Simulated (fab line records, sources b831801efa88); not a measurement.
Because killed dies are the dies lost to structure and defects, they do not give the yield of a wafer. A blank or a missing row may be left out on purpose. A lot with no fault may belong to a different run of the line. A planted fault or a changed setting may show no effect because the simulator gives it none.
The same fault as seen by 2 desks ; flow gf180mcu ; each desk holds nothing but its own numbers, with what lay behind them at the end

== DESK OF THE TOOL OWNER: plasma asher-01 ==
The tool's own readings at GF_PASSIVATION_STRIP_12 (strips in O2/N2): means of the sampled wafers that have a number, for each lot that ran on this tool. The brackets show how far a lot's mean lies from the usual mean; more than 4 standard deviations puts the lot out of limits, marked OUT.
Columns: A = chamber pressure mTorr at GF_PASSIVATION_STRIP_12, usual 1500.1 mTorr; B = drypump motor current A at GF_PASSIVATION_STRIP_12, usual 5.8 A; C = heater power w at GF_PASSIVATION_STRIP_12, usual 336 W; D = oes product au at GF_PASSIVATION_STRIP_12, usual 0.718 a.u.; E = strip time to endpoint s at GF_PASSIVATION_STRIP_12, usual 33.07 s
lot;first seen here;A;B;C;D;E
L488;day 29 00:03;1500.5;6.4;362;0.719;33.08
L491;day 30 03:20;1499.6;6.4;353;0.718;33.11
L499;day 32 07:41;1299.7 (-99 or more) OUT;6.4;349;0.691 (-6.1) OUT;34.82 (+11) OUT
L501;day 32 17:50;1400.1 (-77) OUT;6.4;328;0.703;33.75 (+4.3) OUT
This desk's finding: out of limits on L499, L501; first on L499, day 32 07:41 (chamber pressure mTorr at GF_PASSIVATION_STRIP_12). In limits: L488, L491.

== FROM THE METROLOGY DESK ==
What the gauges read for every lot (on any tool): the sampled wafers with a number, averaged. The brackets show how far a lot's mean lies from the usual mean; more than 4 standard deviations puts the lot out of limits, marked OUT.
Columns: A = cd nm at GF_M5_CD_MEAS_07, usual 279.9 nm; B = TOP_METAL_ALCU_THK at GF_TOP_METAL_THK_MEAS_06, usual 891 nm
lot;first seen here;A;B
L487;day 26 01:29;281.3;884
L488;day 26 07:26;280.7;874
L489;day 26 19:08;280.6;904
L490;day 27 02:58;280.7;898
L491;day 27 13:22;279.7;876
L492;day 27 13:44;279.1;887
L498;day 29 09:34;279.8;884
L499;day 29 23:03;280.7;885
L500;day 30 01:58;281.1;892
L501;day 30 10:24;278.4;894
L503;day 31 11:53;279.6;895
L505;day 32 02:26;280.1;913
L509;day 33 01:10;279.4;910
Finding of this desk: none of the 13 lots has anything out of limits.

== PUT TOGETHER ==
The tool owner's desk could have raised an alarm at day 32 07:41, on L499, L501.
The metrology desk saw nothing out of limits.
The metrology desk has L499, L501 on record, within its limits.
On plasma asher-01, each named lot ran GF_PASSIVATION_STRIP_12.

== WHAT THE SIMULATOR HAD INSERTED ==
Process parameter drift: plasma asher-01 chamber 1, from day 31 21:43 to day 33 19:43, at GF_PASSIVATION_STRIP_12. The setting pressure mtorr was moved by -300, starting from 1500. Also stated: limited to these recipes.
Lots struck among those shown: L499, L501.
Each desk's first reading out of limits, in hours after the fault started: the tool owner's desk, 10.
